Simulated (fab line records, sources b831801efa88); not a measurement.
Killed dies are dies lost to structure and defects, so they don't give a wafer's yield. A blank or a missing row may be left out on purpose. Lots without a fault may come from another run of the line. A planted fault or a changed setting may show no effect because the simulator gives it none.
fab line records | flow sky130
record lots=14 wafers=42 last_day=50
route steps=708 shown METAL1@451 VIA1@482
lots that met no fault: from a run of the same line without faults
start_h: hours from the record's first day to the start of the lot's first wafer shown | wait_h: hours since the lot's step before | " the same as in the row above | L1.1+2: a row that stands for several wafers | - no value, or no start given | * or withheld: withheld | < > ~ a bound
route shown NAME@n: a module of which the file shows steps, and the number in the route of the first | usual: mean/standard deviation of fault-free wafers | same: alike in all rows | chamber/n: place in a boat | sites: the reading at each site | _std_site: their standard deviation | _edge_site: outer sites' mean less inner sites' | radius_mm: how far each site lies from the wafer's centre | mask NAME#n: copy n | behind: the tool/chamber that last shaped the wafer | hold: why the lot was held/for how many hours/how that ended | device: the transistor (n, p or np) that didn't switch | end of line: the same wafers' tests at the end of the route | a step without rows: its recipe alone | killed: dies lost to structure and defects at the first sort, not the wafer's yield | map: a wafer's dies, x killed, . not, _ none there
set.NAME: the setting as run; set.NAME@STEP: as run at that earlier step | model.NAME: the simulator's own value behind a step, which no gauge read
steps of the route over a sample of lots; a table a step, a row a wafer
services: from which hour (start_h, from the record's first day; less than 0 if before it) a tool's chamber was out of use, for how many hours, and why
## steps
# step SKY_METAL1_DESCUM_17
# recipe chemistry=O2 source_power_w=150 bias_power_w=0 pressure_mtorr=10 temp_c=40 time_s=8
# usual drypump_motor_current_A=5.9/0.48 oes_product_au=0.993/0.011
# columns lot.wafer tool chamber start_h wait_h drypump_motor_current_A oes_product_au rf_hours_counter_h
L986.1 rie_metal-02 1 757.91 0.0 6.4 1.010 1
L986.5 " 0 " " 5.8 0.990 -
L986.6 " 1 " " 6.4 1.001 -
L987.3 rie_metal-04 0 762.24 0.0 5.1 0.989 -
L987.4 " 1 " " 6.1 0.976 -
L987.5 " 0 " " 5.1 0.984 -
L988.2 rie_metal-02 1 775.96 0.0 6.5 1.009 2
L988.3 " 0 " " 5.8 0.982 -
L988.4 " 1 " " 6.5 1.016 -
L989.2 rie_metal-04 0 783.08 0.0 5.1 0.977 7
L989.5 " 1 " " 6.2 0.977 -
L989.6 " 0 " " 5.1 0.989 -
L991.1 rie_metal-02 1 813.91 0.0 6.4 1.014 3
L991.2 " 0 " " 5.8 0.992 14
L991.4 " 1 " " 6.4 1.020 -
L992.2 rie_metal-01 0 816.88 0.0 5.7 1.005 1
L992.3 " 0 " " 5.7 0.999 -
L992.6 " 0 " " 5.7 1.002 -
L994.3 rie_metal-02 0 825.87 0.0 5.8 0.991 -
L994.4 " 1 " " 6.4 1.005 -
L994.5 " 0 " " 5.8 0.982 -
L996.1 rie_metal-01 0 836.38 0.0 5.7 0.998 2
L996.5 " 0 " " 5.7 0.999 -
L996.6 " 1 " " 6.4 0.991 -
L995.2 rie_metal-04 1 838.02 0.0 6.1 1.004 14
L995.4 " 0 " " 5.1 1.004 -
L995.5 " 0 " " 5.1 0.999 -
L101.1 rie_metal-04 1 887.73 0.0 6.1 0.988 16
L101.3 " 1 " " 6.1 0.994 -
L101.5 " 0 " " 5.1 0.995 -
L105.2 rie_metal-01 0 902.78 0.0 5.7 0.987 5
L105.3 " 0 " " 5.7 0.984 -
L105.4 " 1 " " 6.3 0.992 -
L106.3 rie_metal-04 0 912.29 0.0 5.1 0.987 -
L106.4 " 1 " " 6.1 0.980 -
L106.5 " 1 " " 6.1 0.971 -
L108.1 rie_metal-01 1 935.72 0.0 6.3 0.976 18
L108.4 " 1 " " 6.4 0.979 -
L108.6 " 1 " " 6.4 0.983 -
L109.1 rie_metal-02 0 938.11 0.0 5.8 0.991 1
L109.2 " 1 " " 6.4 0.991 10
L109.4 " 0 " " 5.8 0.996 -
# step SKY_METAL1_ETCH_18
# recipe chemistry=N2/H2 target=BARC ion_energy_ev=200 bias_w=100 pressure_mtorr=30 n2_flow_sccm=100 h2_flow_sccm=200 icp_w=500 stop_on=SiO2 time_s=45.9 target_depth_a=600
# usual drypump_motor_current_A=5.9/0.49 oes_product_au=0.855/0.0048 throttle_valve_pct=13.225/0.0084
# columns lot.wafer tool chamber start_h wait_h drypump_motor_current_A oes_product_au rf_hours_counter_h throttle_valve_pct
L986.1 rie_metal-02 1 757.94 0.0 6.4 0.856 1 13.223
L986.5 " 0 " " 5.8 0.854 - 13.212
L986.6 " 1 " " 6.4 0.851 - 13.227
L987.3 rie_metal-04 0 762.28 0.0 5.1 0.854 - 13.231
L987.4 " 1 " " 6.1 0.851 - 13.222
L987.5 " 0 " " 5.1 0.851 - 13.218
L988.2 rie_metal-02 1 775.99 0.0 6.5 0.848 2 13.227
L988.3 " 0 " " 5.9 0.860 - 13.222
L988.4 " 1 " " 6.4 0.851 - 13.232
L989.2 rie_metal-04 0 783.11 0.0 5.1 0.849 7 13.218
L989.5 " 1 " " 6.2 0.853 - 13.217
L989.6 " 0 " " 5.1 0.862 - 13.224
L991.1 rie_metal-02 1 813.94 0.0 6.4 0.850 3 13.223
L991.2 " 0 " " 5.8 0.860 14 13.233
L991.4 " 1 " " 6.4 0.852 - 13.216
L992.2 rie_metal-01 0 816.91 0.0 5.7 0.857 1 13.232
L992.3 " 0 " " 5.7 0.848 - 13.224
L992.6 " 0 " " 5.7 0.855 - 13.222
L994.3 rie_metal-02 0 825.91 0.0 5.9 0.860 - 13.218
L994.4 " 1 " " 6.4 0.849 - 13.218
L994.5 " 0 " " 5.8 0.848 - 13.230
L996.1 rie_metal-01 0 836.41 0.0 5.7 0.859 2 13.224
L996.5 " 0 " " 5.7 0.867 - 13.230
L996.6 " 1 " " 6.4 0.861 - 13.228
L995.2 rie_metal-04 1 838.05 0.0 6.1 0.857 14 13.230
L995.4 " 0 " " 5.1 0.852 - 13.220
L995.5 " 0 " " 5.1 0.862 - 13.223
L101.1 rie_metal-04 1 887.77 0.0 6.2 0.857 16 13.229
L101.3 " 1 " " 6.1 0.861 - 13.217
L101.5 " 0 " " 5.1 0.846 - 13.201
L105.2 rie_metal-01 0 902.81 0.0 5.7 0.851 5 13.224
L105.3 " 0 " " 5.7 0.857 - 13.232
L105.4 " 1 " " 6.3 0.868 - 13.219
L106.3 rie_metal-04 0 912.33 0.0 5.1 0.861 - 13.225
L106.4 " 1 " " 6.2 0.853 - 13.228
L106.5 " 1 " " 6.2 0.856 - 13.231
L108.1 rie_metal-01 1 935.75 0.0 6.4 0.847 18 13.214
L108.4 " 1 " " 6.4 0.860 - 13.238
L108.6 " 1 " " 6.4 0.855 - 13.229
L109.1 rie_metal-02 0 938.14 0.0 5.8 0.858 1 13.216
L109.2 " 1 " " 6.4 0.851 10 13.218
L109.4 " 0 " " 5.9 0.855 - 13.214
# step SKY_METAL1_METAL_ETCH_19
# recipe target_depth_a=3600 stop_on=SiO2 over_etch_frac=0.3 time_s=78 chemistry=Cl2/BCl3 resist_sidewall_deg=88 pressure_mtorr=10 icp_w=900 bias_w=48.5 Cl2_flow_sccm=60 bcl3_flow_sccm=30
# usual drypump_motor_current_A=5.9/0.48 oes_product_au=0.854/0.0057 throttle_valve_pct=22.264/0.0085
# same over_etch_frac=0.3
# columns lot.wafer tool chamber start_h wait_h drypump_motor_current_A oes_product_au rf_hours_counter_h throttle_valve_pct
L986.1 rie_metal-02 1 758.01 0.0 6.4 0.854 1 22.262
L986.5 " 0 " " 5.8 0.855 - 22.268
L986.6 " 1 " " 6.4 0.856 - 22.264
L987.3 rie_metal-04 0 762.35 0.1 5.1 0.852 - 22.266
L987.4 " 1 " " 6.1 0.853 - 22.259
L987.5 " 0 " " 5.1 0.851 - 22.259
L988.2 rie_metal-02 1 776.06 0.0 6.4 0.856 2 22.265
L988.3 " 0 " " 5.8 0.861 - 22.255
L988.4 " 1 " " 6.4 0.855 - 22.276
L989.2 rie_metal-04 0 783.17 0.0 5.1 0.846 7 22.265
L989.5 " 1 " " 6.1 0.856 - 22.262
L989.6 " 0 " " 5.1 0.862 - 22.264
L991.1 rie_metal-02 1 814.01 0.0 6.4 0.862 3 22.268
L991.2 " 0 " " 5.8 0.857 14 22.267
L991.4 " 1 " " 6.4 0.856 - 22.273
L992.2 rie_metal-01 0 816.97 0.0 5.7 0.853 1 22.277
L992.3 " 0 " " 5.7 0.853 - 22.268
L992.6 " 0 " " 5.7 0.852 - 22.264
L994.3 rie_metal-02 0 825.99 0.1 5.8 0.858 - 22.254
L994.4 " 1 " " 6.4 0.860 - 22.271
L994.5 " 0 " " 5.8 0.855 - 22.272
L996.1 rie_metal-01 0 836.47 0.0 5.7 0.848 2 22.263
L996.5 " 0 " " 5.7 0.858 - 22.268
L996.6 " 1 " " 6.3 0.850 - 22.276
L995.2 rie_metal-04 1 838.12 0.0 6.1 0.854 14 22.284
L995.4 " 0 " " 5.1 0.855 - 22.261
L995.5 " 0 " " 5.1 0.862 - 22.276
L101.1 rie_metal-04 1 887.83 0.0 6.1 0.851 16 22.267
L101.3 " 1 " " 6.1 0.841 - 22.270
L101.5 " 0 " " 5.1 0.848 - 22.255
L105.2 rie_metal-01 0 902.87 0.0 5.7 0.863 5 22.259
L105.3 " 0 " " 5.7 0.862 - 22.272
L105.4 " 1 " " 6.4 0.851 - 22.263
L106.3 rie_metal-04 0 912.40 0.1 5.1 0.856 - 22.279
L106.4 " 1 " " 6.1 0.845 - 22.264
L106.5 " 1 " " 6.1 0.845 - 22.253
L108.1 rie_metal-01 1 935.82 0.0 6.3 0.861 18 22.267
L108.4 " 1 " " 6.3 0.846 - 22.250
L108.6 " 1 " " 6.4 0.858 - 22.279
L109.1 rie_metal-02 0 938.21 0.0 5.8 0.857 1 22.264
L109.2 " 1 " " 6.5 0.850 10 22.286
L109.4 " 0 " " 5.8 0.865 - 22.268
# step SKY_VIA1_CMP_24
# recipe stop_on=SiO2 t_overpolish_s=15 down_force_psi=3.5 platen_rpm=60 target_thk_nm=0 pad_velocity_m_s=0.94248
# usual edge_zone_pressure_frac=1.000/0.0048 head_pressure_psi=3.501/0.0076 motor_current_A=11.6/1.3 overpolish_run_s=14.998/0.0098 time_to_endpoint_s=67.2/2.5
# columns lot.wafer tool chamber start_h wait_h edge_zone_pressure_frac head_pressure_psi motor_current_A overpolish_run_s time_to_endpoint_s
L986.1 cmp-01 1 787.34 0.1 0.998 3.509 10.5 14.967 68.6
L986.5 " 1 " " 0.997 3.488 10.1 14.996 67.1
L986.6 " 2 " " 0.994 3.499 11.8 14.994 66.4
L987.3 cmp-01 3 791.32 0.1 1.001 3.501 13.9 14.998 66.1
L987.4 " 0 " " 0.999 3.496 11.0 15.003 66.9
L987.5 " 3 " " 0.995 3.502 13.6 15.021 63.4
L988.4 cmp-02 0 804.40 0.0 0.992 3.506 13.4 14.992 64.7
L988.2 " 1 " " 0.994 3.512 11.7 15.018 61.5
L988.3 " 3 " " 1.004 3.496 10.7 14.995 65.8
L989.2 cmp-01 0 812.24 0.2 0.992 3.497 10.9 15.002 68.4
L989.6 " 1 " " 1.000 3.498 9.8 15.008 68.6
L989.5 " 2 " " 1.001 3.499 11.8 15.018 64.1
L991.2 cmp-01 3 843.44 0.1 1.001 3.506 14.1 15.004 64.9
L991.4 " 0 " " 1.001 3.503 10.7 15.027 66.1
L991.1 " 1 " " 0.999 3.493 10.5 14.994 68.6
L992.2 cmp-01 0 845.33 0.1 1.004 3.500 10.7 14.994 68.7
L992.3 " 1 " " 1.005 3.490 10.0 15.016 68.7
L992.6 " 2 " " 1.002 3.501 11.6 14.996 71.3
L994.4 cmp-02 0 854.78 0.1 0.997 3.511 13.0 14.999 68.0
L994.3 " 2 " " 0.995 3.500 10.9 14.986 68.2
L994.5 " 0 " " 1.003 3.505 13.1 14.997 66.1
L996.1 cmp-01 0 864.84 0.1 - - - - -
L996.6 " 3 " " - - - - -
L996.5 " 0 " " - - - - -
L995.2 cmp-01 2 866.22 0.1 - - - - -
L995.4 " 3 " " - - - - -
L995.5 " 1 " " - - - - -
L101.1 cmp-01 3 915.21 0.3 1.005 3.509 13.6 14.986 64.6
L101.3 " 0 " " 1.002 3.505 11.3 14.981 66.4
L101.5 " 2 " " 1.003 3.508 11.9 15.004 63.1
L105.4 cmp-02 2 931.00 0.0 0.994 3.503 10.2 14.994 71.4
L105.3 " 3 " " 1.002 3.494 10.4 15.001 68.5
L105.2 " 1 " " 1.006 3.495 11.0 14.993 65.1
L106.4 cmp-01 3 940.29 0.0 0.995 3.510 13.9 15.009 63.1
L106.3 " 0 " " 1.002 3.496 11.0 14.977 65.5
L106.5 " 3 " " 0.998 3.514 13.2 14.998 65.6
L108.4 cmp-01 3 963.11 0.1 1.005 3.489 13.6 15.005 65.6
L108.1 " 0 " " 0.999 3.509 10.4 15.003 68.6
L108.6 " 1 " " 0.996 3.489 10.0 15.007 68.6
L109.2 cmp-01 0 966.48 0.0 0.997 3.502 10.8 15.001 69.2
L109.1 " 2 " " 1.002 3.506 12.4 14.987 70.5
L109.4 " 3 " " 1.000 3.486 12.8 14.974 64.6
## services
# columns tool chamber start_h hours kind
cmp-01 - 739.81 4.4 repair
cmp-01 - 744.21 5.0 pm
cmp-01 - 749.21 4.0 pm
cmp-01 - 753.21 - consumable_replace:conditioner
cmp-01 - 753.21 - consumable_replace:pad
cmp-01 - 759.58 3.8 repair
rie_metal-01 0 761.06 - clean
rie_metal-01 0 761.06 20.0 scheduled_down
rie_metal-01 0 761.06 20.0 vent_cycle
rie_metal-01 - 799.70 0.2 repair
cmp-01 - 823.34 2.7 repair
cmp-01 - 836.44 1.8 repair
cmp-01 - 836.74 0.4 repair
cmp-02 - 856.57 5.7 pm
rie_metal-02 0 863.30 - clean
rie_metal-02 0 863.30 22.1 scheduled_down
rie_metal-02 0 863.30 22.1 vent_cycle
rie_metal-02 0 885.90 15.6 repair
rie_metal-04 1 890.54 - clean
rie_metal-04 1 890.54 16.0 scheduled_down
rie_metal-04 1 890.54 16.0 vent_cycle
cmp-02 - 910.91 1.6 repair
cmp-02 - 912.51 4.0 pm
cmp-02 - 938.62 0.6 repair
## key
first_sign step=SKY_VIA1_CMP_24 reading=tool_record direction=missing
effect none on later readings
met_at SKY_VIA1_CMP_24
struck_lots L995,L996
later_rows_left_out L995.2,L995.4,L995.5,L996.1,L996.5,L996.6
sort_left_out L995.2,L995.4,L995.5,L996.1,L996.5,L996.6
not_acting_at SKY_METAL1_DESCUM_17,SKY_METAL1_ETCH_18,SKY_METAL1_METAL_ETCH_19
onset_between 845.33 864.84
fault kind=skipped_step_whole tool=cmp-01 chamber=- onset_h=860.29 steps=SKY_VIA1_CMP_24 scope=struck_lots_only
# sort_left_out: the simulated sort isn't trusted on such a fault, so these wafers' sort isn't shown, and their yield isn't known
# later_rows_left_out: the simulator's readings of these wafers behind a module that went badly wrong aren't trusted and aren't shown, but for the sort
